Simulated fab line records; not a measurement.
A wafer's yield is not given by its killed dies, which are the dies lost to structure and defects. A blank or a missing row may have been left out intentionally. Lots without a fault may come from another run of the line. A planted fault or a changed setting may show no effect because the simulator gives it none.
Matching of chambers + flow gf180mcu + GF_CONTACT_CMP_27 on cmp-01 has 4 sister chambers
The step polishes, stops on SiO2, t overpolish 15 s, target thk 0 nm. 16 wafers are shown with their chamber, then 8 later ones without.

== WAFERS, EACH WITH ITS CHAMBER ==
| wafer  | chamber | motor-current-A (A) | time-to-endpoint-s (s) | retaining-ring-pressure-frac |
|--------|---------|---------------------|------------------------|------------------------------|
| L660.1 | 1       | 12.0                | 68                     | 0.997                        |
| L660.2 | 3       | 12.9                | 75                     | 0.996                        |
| L660.4 | 0       | 11.1                | 76                     | 0.996                        |
| L661.1 | 3       | 12.7                | 75                     | 1.008                        |
| L661.3 | 0       | 11.4                | 72                     | 0.997                        |
| L661.4 | 2       | 11.4                | 73                     | 1.001                        |
| L675.1 | 2       | 11.5                | 77                     | 0.992                        |
| L675.2 | 0       | 11.7                | 74                     | 0.997                        |
| L675.3 | 3       | 12.3                | 75                     | 0.995                        |
| L674.2 | 2       | 11.6                | 70                     | 0.996                        |
| L674.3 | 0       | 11.3                | 70                     | 1.000                        |
| L674.6 | 2       | 10.9                | 70                     | 1.000                        |
| L676.2 | 0       | 11.2                | 68                     | 1.002                        |
| L676.3 | 3       | 11.6                | 67                     | 1.002                        |
| L676.5 | 2       | 11.6                | 73                     | 1.006                        |
| L677.2 | 1       | 12.3                | 68                     | 0.994                        |

SIGNATURES, as means of the wafers listed above
| reading                      | chamber 0 | chamber 1 | chamber 2 | chamber 3 | scatter within a chamber |
|------------------------------|-----------|-----------|-----------|-----------|--------------------------|
| motor-current-A              | 11.340    | 12.150    | 11.400    | 12.375    | 0.363                    |
| time-to-endpoint-s           | 72.00     | 68.00     | 72.60     | 73.00     | 3.18                     |
| retaining-ring-pressure-frac | 0.99840   | 0.99550   | 0.99900   | 1.00025   | 0.00457                  |
Rule: for each reading, subtract the chamber's mean from the wafer's reading, divide by that reading's scatter and square the result; add these up over the readings and take the root, which gives the wafer's distance from the chamber. If the next closest chamber is less than 2 further off than the closest, the wafer can't be placed; otherwise it belongs to the closest. The scatter: the root of (the sum of the squares of (reading less its chamber's mean) over the shown wafers, divided by (wafers less chambers)).

== WAFERS WHOSE CHAMBER IS MISSING ==
| wafer  | motor-current-A (A) | time-to-endpoint-s (s) | retaining-ring-pressure-frac |
|--------|---------------------|------------------------|------------------------------|
| L677.5 | 12.5                | 69                     | 0.997                        |
| L677.6 | 11.1                | 74                     | 0.998                        |
| L679.2 | 11.9                | 74                     | 1.002                        |
| L679.3 | 11.2                | 76                     | 0.992                        |
| L679.6 | 12.2                | 72                     | 1.002                        |
| L681.2 | 11.5                | 76                     | 1.009                        |
| L681.3 | 11.9                | 76                     | 1.000                        |
| L681.4 | 11.6                | 74                     | 0.996                        |

== WHICH CHAMBER EACH WENT THROUGH ==
| wafer  | from the rows above               | in truth |
|--------|-----------------------------------|----------|
| L677.5 | can't be placed: 1 or 3           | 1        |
| L677.6 | can't be placed: 0 or 2           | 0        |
| L679.2 | can't be placed: 3 or 2 or 0 or 1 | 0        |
| L679.3 | can't be placed: 0 or 2 or 1 or 3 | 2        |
| L679.6 | can't be placed: 3 or 1 or 2 or 0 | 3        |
| L681.2 | can't be placed: 2 or 0 or 3 or 1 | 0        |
| L681.3 | can't be placed: 3 or 2 or 0 or 1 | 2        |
| L681.4 | can't be placed: 2 or 0 or 3 or 1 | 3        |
Correctly placed: 0 of 8. Cannot be placed on the basis of these rows: 8; the candidates contain the true chamber in 8. Placed wrongly: 0.
